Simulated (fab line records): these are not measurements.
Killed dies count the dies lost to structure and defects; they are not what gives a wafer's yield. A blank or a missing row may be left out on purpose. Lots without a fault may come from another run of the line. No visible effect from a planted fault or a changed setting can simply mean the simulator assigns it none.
A struck lot beside a sound one	flow sky130	36 out of 708 route steps
Sound: wafers L712.1, L712.4, L712.6. Struck: wafers L718.2, L718.4, L718.5. The cause is given at the end.
Order at every step that has rows: each side's tool, ch and its chambers, its first start. Under that, the readings that differ: sound wafers	struck wafers	difference of the means	sigmas: that difference in standard deviations of wafers without a fault.
alike: readings whose means differ by less than 2 such deviations, and words and numbers that are the same on both sides. not compared: withheld readings, readings that some wafer has no value for, bounds like >300 that may hide the same value, and numbers for which the record gives no deviation and whose values overlap.
A row with sigmas, a row that says differs or no value, or rows on one side alone: a step with any of these is where the two part. When numbers do not overlap yet have no deviation, they are printed without sigmas and do not part them. Lack of a reading on every wafer of one side parts them only where that side has two or more wafers.

first, 6 steps without rows for these wafers: SKY_PWDE_HMDS_01 (prime time 60 s); SKY_PWDE_COAT_02 (resist thk 3000 nm); SKY_PWDE_SOFTBAKE_03; SKY_PWDE_EXPOSE_04 (exposes mask PWDEM, target cd 840 nm); SKY_PWDE_PEB_05; SKY_PWDE_DEVELOP_06 (develop time 60 s).
SKY_PWDE_OVL_MEAS_07:
  sound on overlay-01, day 4 01:04; struck on overlay-02, day 5 12:17
  alike: PWDE_OVL
then, 1 step without rows for these wafers: SKY_PWDE_IMPLANT_08.
SKY_PWDE_STRIP_09: strips in O2/N2.
  sound on plasmaAsher-02 ch 0,1, day 4 01:15; struck on plasmaAsher-02 ch 0,1, day 5 12:28
reading	sound	struck	difference	sigmas
stripTimeToEndpointS (s)	36.92 36.86 36.86	37.12 37.07 36.98	+0.18	+2
  alike: drypumpMotorCurrentA, oesProductAu
  not compared: rfHoursCounterH
SKY_PWDE_TW_MEAS_10:
  sound on filmMetro-03, day 4 01:21; struck on filmMetro-01, day 5 12:34
  alike: PWDE_TW
then, 2 steps without rows for these wafers: SKY_NWELL_DEHYDRATE_03 (time 60 s); SKY_NWELL_HMDS_04 (prime time 60 s).
SKY_NWELL_COAT_05: resist thk 3000 nm.
  sound on lithoTrack-03 ch 0, day 4 09:16; struck on lithoTrack-01, day 5 21:24
  no value came back on the struck wafers for chillPlateTempC (C), dispensePressureKPa (kPa), spinSpeedRpm (rpm); on the sound wafers chillPlateTempC (C) reads 22.83 22.89 22.83
then, 4 steps without rows for these wafers: SKY_NWELL_SOFTBAKE_06; SKY_NWELL_EXPOSE_07 (exposes mask NWM, target cd 840 nm); SKY_NWELL_PEB_08; SKY_NWELL_DEVELOP_09 (develop time 60 s).
SKY_NWELL_OVL_MEAS_10:
  sound on overlay-01, day 4 17:53; struck on overlay-02, day 6 06:55
reading	sound	struck	difference	sigmas
NWELL_00_OVL (nm)	0.7 0.1 1.2	- - -	no value on the struck wafers	
then, 3 steps without rows for these wafers: SKY_NWELL_IMPLANT_11; SKY_NWELL_IMPLANT_12; SKY_NWELL_IMPLANT_13.
SKY_NWELL_STRIP_14: strips in O2/N2.
  sound on plasmaAsher-03 ch 0,1, day 4 18:22; struck on plasmaAsher-03 ch 0,1, day 6 07:24
  no value came back on the struck wafers for oesProductAu (a.u.), stripTimeToEndpointS (s); on the sound wafers oesProductAu (a.u.) reads 0.719 0.727 0.729
  alike: drypumpMotorCurrentA
  not compared: rfHoursCounterH
SKY_NWELL_TW_MEAS_15:
  sound on filmMetro-03, day 4 18:28; struck on filmMetro-01, day 6 07:31
  alike: NWELL_TW
then, 7 steps without rows for these wafers: SKY_NWELL_DEHYDRATE_16 (time 60 s); SKY_NWELL_HMDS_17 (prime time 60 s); SKY_NWELL_COAT_18 (resist thk 3000 nm); SKY_NWELL_SOFTBAKE_19; SKY_NWELL_EXPOSE_20 (exposes mask NWM COMPLEMENT, target cd 840 nm); SKY_NWELL_PEB_21; SKY_NWELL_DEVELOP_22 (develop time 60 s).
SKY_NWELL_OVL_MEAS_23:
  sound on overlay-02, day 5 11:52; struck on overlay-02, day 7 02:23
  alike: NWELL_01_OVL
then, 1 step without rows for these wafers: SKY_NWELL_IMPLANT_24.
SKY_NWELL_STRIP_25: strips in O2/N2.
  sound on plasmaAsher-04 ch 0,1, day 5 12:03; struck on plasmaAsher-04 ch 0,1, day 7 02:34
  alike: drypumpMotorCurrentA, oesProductAu, stripTimeToEndpointS
  not compared: rfHoursCounterH
SKY_NWELL_TW_MEAS_26:
  sound on filmMetro-01, day 5 12:09; struck on filmMetro-02, day 7 02:40
reading	sound	struck	difference	sigmas
NWELL_2_TW	495 498 499	1828 1825 1830	+1330	+99 or more
then, 1 step without rows for these wafers: SKY_NWELL_CLEAN_27 (cleans in SC1/SC2, time 150 s).
-- the record jumps here: 40 days lie between the struck wafers' starts before and after (it left off in module NWELL and takes up again in module PAD_OPEN, whose first step shown is number 708 of the route) --
SKY_PAD_OPEN_PROBE_99:
  rows exist in the record for the struck wafers here (prober-01, day 47 10:18), but not for the sound ones

== WHERE THEY PART ==
Last at SKY_PAD_OPEN_PROBE_99 as far as this record goes, first at SKY_PWDE_STRIP_09.

WHY: whatever the simulator had introduced
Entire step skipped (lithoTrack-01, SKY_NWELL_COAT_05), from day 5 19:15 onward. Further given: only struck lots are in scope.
